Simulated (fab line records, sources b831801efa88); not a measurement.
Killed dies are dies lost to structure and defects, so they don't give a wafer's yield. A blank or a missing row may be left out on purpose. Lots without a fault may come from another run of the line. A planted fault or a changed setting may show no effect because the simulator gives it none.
fab line records | flow sfq_line
record lots=6 wafers=18 last_day=73
route steps=325 shown INCOMING@1 L0@3
lots that met no fault: from a run of the same line without faults
start_h: hours from the record's first day to the start of the lot's first wafer shown | wait_h: hours since the lot's step before | " the same as in the row above | L1.1+2: a row that stands for several wafers | - no value, or no start given | * or withheld: withheld | < > ~ a bound
route shown NAME@n: a module of which the file shows steps, and the number in the route of the first | usual: mean/standard deviation of fault-free wafers | same: alike in all rows | chamber/n: place in a boat | sites: the reading at each site | _std_site: their standard deviation | _edge_site: outer sites' mean less inner sites' | radius_mm: how far each site lies from the wafer's centre | mask NAME#n: copy n | behind: the tool/chamber that last shaped the wafer | hold: why the lot was held/for how many hours/how that ended | device: the transistor (n, p or np) that didn't switch | end of line: the same wafers' tests at the end of the route | a step without rows: its recipe alone | killed: dies lost to structure and defects at the first sort, not the wafer's yield | map: a wafer's dies, x killed, . not, _ none there
set.NAME: the setting as run; set.NAME@STEP: as run at that earlier step | model.NAME: the simulator's own value behind a step, which no gauge read
lots at some steps of the route; a table a step, a row a wafer
services: from which hour (start_h, from the record's first day; less than 0 if before it) a tool's chamber was out of use, for how many hours, and why
## steps
# step SFQ_INCOMING_BOW_MEAS_900
# recipe mode=bow
# usual INCOMING_BOW=-1/5.4
# columns lot.wafer tool chamber start_h wait_h INCOMING_BOW[um]
L246.2 film_metro-02 - 25.02 - -1
L246.4 " - " " 2
L246.5 " - " " -8
L248.1 film_metro-04 - 35.00 - -1
L248.3 " - " " 5
L248.6 " - " " -2
L249.1 film_metro-04 - 40.00 - -5
L249.4 " - " " 0
L249.6 " - " " -3
L250.1 film_metro-04 - 45.00 - -4
L250.2 " - " " -2
L250.6 " - " " -10
L261.1 film_metro-01 - 100.00 - -6
L261.3 " - " " 9
L261.6 " - " " -8
L262.1 film_metro-01 - 105.00 - -7
L262.5 " - " " -7
L262.6 " - " " 4
# step SFQ_TRILAYER_INCOMING_OXIDATION_002
# recipe temp_c=1000 ambient=H2O target_thk_a=5000 p_h2o_torr=720 ox_time_s=4939
# step SFQ_TRILAYER_L0_DEP_SPUTTER_003
# recipe material=MoNx_KI base_pressure_pa=1.33e-06 target_thk_nm=40 power_w=800 time_s=100 chamber_pressure_pa=0.4
# usual throttle_valve_pct=30.3/0.98
# columns lot.wafer tool chamber start_h wait_h throttle_valve_pct
L246.2 pvd_sputter-03 - 27.49 0.0 29.9
L246.4 " - " " 29.8
L246.5 " - " " 29.5
L248.1 pvd_sputter-06 - 37.49 0.0 31.2
L248.3 " - " " 30.9
L248.6 " - " " 31.2
L249.1 pvd_sputter-06 - 42.49 0.0 31.3
L249.4 " - " " 31.1
L249.6 " - " " 30.9
L250.1 pvd_sputter-03 - 47.49 0.0 30.0
L250.2 " - " " 29.8
L250.6 " - " " 29.8
L261.1 pvd_sputter-05 - 102.49 0.0 29.8
L261.3 " - " " 31.0
L261.6 " - " " 30.4
L262.1 pvd_sputter-03 - 107.49 0.0 29.8
L262.5 " - " " 29.2
L262.6 " - " " 28.8
# step SFQ_L0_RS_MEAS_901
# recipe thk_meas_gauge=four-point-probe reads=MoNx_KI_of_TRILAYER_L0_DEP_SPUTTER_003
# usual L0_MONX_KI_RS=43.3/0.48
# columns lot.wafer tool chamber start_h wait_h L0_MONX_KI_RS[ohm/sq]
L246.2 film_metro-04 - 27.58 0.1 42.9
L246.4 " - " " 43.1
L246.5 " - " " 43.1
L248.1 film_metro-01 - 37.56 0.0 44.6
L248.3 " - " " 43.8
L248.6 " - " " 44.1
L249.1 film_metro-01 - 42.56 0.0 43.0
L249.4 " - " " 44.2
L249.6 " - " " 43.7
L250.1 film_metro-04 - 47.56 0.0 43.2
L250.2 " - " " 43.5
L250.6 " - " " 43.1
L261.1 film_metro-01 - 102.56 0.0 43.5
L261.3 " - " " 43.3
L261.6 " - " " 43.1
L262.1 film_metro-04 - 107.56 0.0 43.5
L262.5 " - " " 43.6
L262.6 " - " " 43.5
# step SFQ_L0_THK_MEAS_902
# recipe thk_meas_gauge=xrf reads=MoNx_KI_of_TRILAYER_L0_DEP_SPUTTER_003
# usual L0_MONX_KI_THK=40.4/0.55
# columns lot.wafer tool chamber start_h wait_h L0_MONX_KI_THK[nm]
L246.2 film_metro-04 - 27.69 0.1 41.1
L246.4 " - " " 40.8
L246.5 " - " " 40.9
L248.1 film_metro-01 - 37.68 0.1 39.0
L248.3 " - " " 39.9
L248.6 " - " " 39.8
L249.1 film_metro-01 - 42.68 0.1 40.7
L249.4 " - " " 39.7
L249.6 " - " " 39.8
L250.1 film_metro-04 - 47.68 0.1 40.8
L250.2 " - " " 40.2
L250.6 " - " " 40.8
L261.1 film_metro-01 - 102.68 0.1 40.1
L261.3 " - " " 40.3
L261.6 " - " " 40.7
L262.1 film_metro-04 - 107.68 0.1 40.6
L262.5 " - " " 40.5
L262.6 " - " " 40.4
# step SFQ_TRILAYER_L0_LITHO_COAT_010
# recipe resist=BARC spin_rpm=3000 resist_thk_nm=62
# usual spin_speed_rpm=2999.6/1.9
# columns lot.wafer tool chamber start_h wait_h spin_speed_rpm model.BARC_of_TRILAYER_L0_LITHO_COAT_010.thk_nm
L246.2 litho_track-03 0 27.79 0.1 3000.3 62.01
L246.4 " 0 " " 2999.4 62.09
L246.5 " 0 " " 2997.5 62.19
L248.1 litho_track-02 0 37.74 0.1 3001.2 62.15
L248.3 " 0 " " 3000.4 62.17
L248.6 " 0 " " 2998.9 62.15
L249.1 litho_track-04 0 42.74 0.1 2840.0 63.83
L249.4 " 0 " " 2844.2 63.95
L249.6 " 0 " " 2839.5 64.05
L250.1 litho_track-04 0 47.74 0.1 2842.2 63.75
L250.2 " 0 " " 2842.1 63.96
L250.6 " 0 " " 2840.5 63.85
L261.1 litho_track-03 0 102.74 0.1 3001.1 62.31
L261.3 " 0 " " 2999.2 62.4
L261.6 " 0 " " 3000.7 62.46
L262.1 litho_track-04 0 107.74 0.1 3000.1 61.88
L262.5 " 0 " " 3000.2 62.05
L262.6 " 0 " " 3002.0 61.89
# step SFQ_TRILAYER_L0_LITHO_COAT_005
# recipe resist=KrF spin_rpm=3000 resist_thk_nm=600
# step SFQ_TRILAYER_L0_LITHO_SOFTBAKE_009
# recipe temp_c=withheld time_s=withheld resist=KrF
# step SFQ_TRILAYER_L0_LITHO_EXPOSE_006
# recipe mask_id=L0 na=0.6 source_shape=conventional sigma_outer=0.65 target_cd_nm=2000 dose_mj=14.4
# step SFQ_TRILAYER_L0_LITHO_PEB_008
# recipe peb_temp_c=115 peb_time_s=60 resist=KrF
# step SFQ_TRILAYER_L0_LITHO_DEVELOP_007
# recipe time_s=60 resist=KrF
# step SFQ_TRILAYER_L0_BARC_OPEN_METAL_ETCH_010
# recipe mask_material=PR chemistry=O2 target_depth_nm=125 target=BARC icp_w=600 bias_w=80 pressure_mtorr=10 time_s=41.7
# usual drypump_motor_current_A=5.9/0.35 oes_product_au=0.685/0.0048
# columns lot.wafer tool chamber start_h wait_h drypump_motor_current_A oes_product_au rf_hours_counter_h model.etch.depth_nm
L246.2 rie_metal-02 1 71.42 0.1 6.2 0.684 145 62.01
L246.4 " 0 " " 5.6 0.697 - 62.09
L246.5 " 1 " " 6.2 0.698 - 62.19
L248.1 rie_metal-03 0 81.02 0.1 5.8 0.696 46 62.15
L248.3 " 1 " " 6.0 0.684 - 62.17
L248.6 " 0 " " 5.9 0.677 - 62.15
L249.1 rie_metal-04 1 90.72 0.1 5.4 0.693 94 63.83
L249.4 " 1 " " 5.4 0.697 - 63.95
L249.6 " 1 " " 5.4 0.693 - 64.05
L250.1 rie_metal-02 0 95.52 0.1 5.6 0.696 196 63.75
L250.2 " 1 " " 6.2 0.697 150 63.96
L250.6 " 1 " " 6.2 0.692 - 63.85
L261.1 rie_metal-04 0 151.92 0.1 6.4 0.685 159 62.31
L261.3 " 0 " " 6.4 0.689 - 62.4
L261.6 " 0 " " 6.4 0.691 - 62.46
L262.1 rie_metal-02 0 155.52 0.1 5.6 0.678 0 61.88
L262.5 " 0 " " 5.6 0.683 - 62.05
L262.6 " 1 " " 6.3 0.689 - 61.89
# step SFQ_TRILAYER_L0_ETCH_METAL_ETCH_008
# recipe target=MoNx_KI stop_on=SiO2 mask_material=PR chemistry=SF6/O2 target_depth_nm=50 icp_w=600 bias_w=80 pressure_mtorr=10 time_s=25
# usual drypump_motor_current_A=5.9/0.36 oes_product_au=0.875/0.0066
# columns lot.wafer tool chamber start_h wait_h drypump_motor_current_A oes_product_au rf_hours_counter_h
L246.2 rie_metal-02 1 71.48 0.0 6.2 0.882 145
L246.4 " 0 " " 5.6 0.877 -
L246.5 " 1 " " 6.3 0.876 -
L248.1 rie_metal-03 0 81.08 0.0 5.9 0.872 46
L248.3 " 1 " " 6.0 0.880 -
L248.6 " 0 " " 5.9 0.868 -
L249.1 rie_metal-04 1 90.78 0.0 5.4 0.880 94
L249.4 " 1 " " 5.4 0.868 -
L249.6 " 1 " " 5.4 0.866 -
L250.1 rie_metal-02 0 95.58 0.0 5.6 0.882 196
L250.2 " 1 " " 6.3 0.873 150
L250.6 " 1 " " 6.3 0.878 -
L261.1 rie_metal-04 0 151.98 0.0 6.4 0.870 160
L261.3 " 0 " " 6.4 0.872 -
L261.6 " 0 " " 6.4 0.877 -
L262.1 rie_metal-02 0 155.58 0.0 5.6 0.872 0
L262.5 " 0 " " 5.6 0.869 -
L262.6 " 1 " " 6.2 0.876 -
## services
# columns tool chamber start_h hours kind
pvd_sputter-06 - 24.15 8.0 repair
rie_metal-02 - 110.28 2.8 pm
rie_metal-02 - 115.61 0.8 repair
rie_metal-03 - 119.00 0.2 repair
rie_metal-02 0 128.74 - clean
rie_metal-02 0 128.74 25.3 scheduled_down
rie_metal-02 0 128.74 25.3 vent_cycle
pvd_sputter-05 - 130.81 6.6 repair
pvd_sputter-05 - 154.67 8.9 repair
## key
first_sign step=SFQ_TRILAYER_L0_LITHO_COAT_010 reading=spin_speed_rpm direction=down sigmas=81 usual=2999.6 struck=2841.4
effect none on later readings
model_effect step=SFQ_TRILAYER_L0_LITHO_COAT_010 value=BARC_of_TRILAYER_L0_LITHO_COAT_010.thk_nm without=62.2 struck=63.9
model_effect step=SFQ_TRILAYER_L0_BARC_OPEN_METAL_ETCH_010 value=etch.depth_nm without=62.2 struck=63.9
met_at SFQ_TRILAYER_L0_LITHO_COAT_010
struck_wafers L249.1,L249.4,L249.6,L250.1,L250.2,L250.6
fault kind=process_parameter_drift tool=litho_track-04 chamber=- onset_h=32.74 steps=SFQ_TRILAYER_L0_LITHO_COAT_010 channel=spin_rpm offset=-157.25 shape=step end_h=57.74 acts_in=these_recipes_only stated=3000
